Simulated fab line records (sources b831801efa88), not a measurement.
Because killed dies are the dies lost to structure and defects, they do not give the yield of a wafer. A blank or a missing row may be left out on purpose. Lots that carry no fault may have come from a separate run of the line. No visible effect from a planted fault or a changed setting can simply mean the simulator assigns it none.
Struck lot and sound lot, side by side || flow sky130 || 16 steps out of a route of 708
Sound: these wafers, L147.1, L147.2, L147.5. The struck wafers were L159.1, L159.2, L159.3. At the end, the cause is stated.
Order at every step that has rows: each side's tool, ch and its chambers, its first start. Under that, the readings that differ: sound wafers || struck wafers || difference of the means || sigmas: that difference in standard deviations of wafers without a fault.
alike: readings whose means differ by less than 2 such deviations, and words and numbers that are the same on both sides. not compared: withheld readings, readings that some wafer has no value for, bounds like >300 that may hide the same value, and numbers for which the record gives no deviation and whose values overlap.
Wherever a step has rows on one side only, a row that says differs or no value, or a row with sigmas, the two part there. When numbers do not overlap yet have no deviation, they are printed without sigmas and do not part them. Lack of a reading on every wafer of one side parts them only where that side has two or more wafers.

SKY_VIA3_BOW_MEAS_03:
  sound: film metro-03 at day 40 00:05; struck: film metro-02 at day 43 12:40
  alike: VIA3_BOW
then, 8 steps without rows for these wafers: SKY_VIA3_DEHYDRATE_04 (time 60 s); SKY_VIA3_HMDS_05 (prime time 60 s); SKY_VIA3_COAT_06 (resist thk 60 nm); SKY_VIA3_COAT_07 (resist thk 450 nm); SKY_VIA3_SOFTBAKE_08 (time 87.26 s); SKY_VIA3_EXPOSE_09 (exposes mask VIM3, target cd 200 nm); SKY_VIA3_PEB_10; SKY_VIA3_DEVELOP_11 (develop time 60 s).
SKY_VIA3_CD_MEAS_12 targets a cd of 200 nm.
  sound: cd sem-02 at day 41 00:00; struck: cd sem-02 at day 44 11:48
  alike: cd nm
SKY_VIA3_OVL_MEAS_13:
  sound: overlay-01 at day 41 00:07; struck: overlay-02 at day 44 11:55
  alike: VIA3_OVL
SKY_VIA3_ETCH_14: etches BARC in N2/H2, stops on SiO2, time 45.9 s, target depth 60 nm.
  sound on rie diel-03 ch 0,2, day 41 00:09; struck on rie diel-03 ch 0,1,2, day 44 11:57
{"reading": "throttle valve pct (%)", "sound": "13.229 13.230 13.228", "struck": "13.206 13.197 13.220", "difference": -0.021, "sigmas": -2}
  alike: drypump motor current A, oes product au
  not compared: rf hours counter h
SKY_VIA3_ETCH_15: etches SiO2 in C4F8/O2/Ar, stops on TiN, target depth 507 nm, time 78 s.
  sound on rie diel-03 ch 0,2, day 41 00:11; struck on rie diel-03 ch 0,1,2, day 44 11:59
{"reading": "oes product au (a.u.)", "sound": "0.952 0.939 0.946", "struck": "0.706 0.708 0.706", "difference": -0.239, "sigmas": -48}
{"reading": "model.etch.depth nm (nm)", "sound": "464.5 464.3 465.4", "struck": "267 267.2 261.4", "difference": -200, "sigmas": ""}
{"reading": "model.VIA3.feature depth nm (nm)", "sound": "464.5 464.3 465.4", "struck": "267 267.2 261.4", "difference": -200, "sigmas": ""}
{"reading": "model.KrF-thick_of_VIA3_COAT_07.thk nm (nm)", "sound": "291.3 289.7 290.1", "struck": "339.2 338.3 341", "difference": "+49.1", "sigmas": ""}
  not compared: rf hours counter h
SKY_VIA3_STRIP_16: strips in O2/N2.
  sound on plasma asher-01 ch 0,1, day 41 00:15; struck on plasma asher-04 ch 0,1, day 44 12:03
{"reading": "oes product au (a.u.)", "sound": "0.408 0.409 0.402", "struck": "0.418 0.423 0.423", "difference": "+0.015", "sigmas": "+3"}
{"reading": "strip time to endpoint s (s)", "sound": "4.117 4.107 4.118", "struck": "4.646 4.619 4.633", "difference": "+0.519", "sigmas": "+23"}
  alike: drypump motor current A
  not compared: rf hours counter h
then, 1 step without rows for these wafers: SKY_VIA3_STRIP_17 (strips in post etch residue remover, time 1200 s).
-- the record jumps here: 5 days lie between the struck wafers' starts before and after (it left off in module VIA3 and takes up again in module PAD_OPEN, whose first step shown is number 708 of the route) --
SKY_PAD_OPEN_PROBE_99:
  only the struck wafers here have rows in the record (prober-02, day 49 19:19); the sound ones have none

== WHERE THEY PART ==
Earliest at SKY_VIA3_ETCH_14; latest, in this record, at SKY_PAD_OPEN_PROBE_99.

WHY: the cause the simulator had injected
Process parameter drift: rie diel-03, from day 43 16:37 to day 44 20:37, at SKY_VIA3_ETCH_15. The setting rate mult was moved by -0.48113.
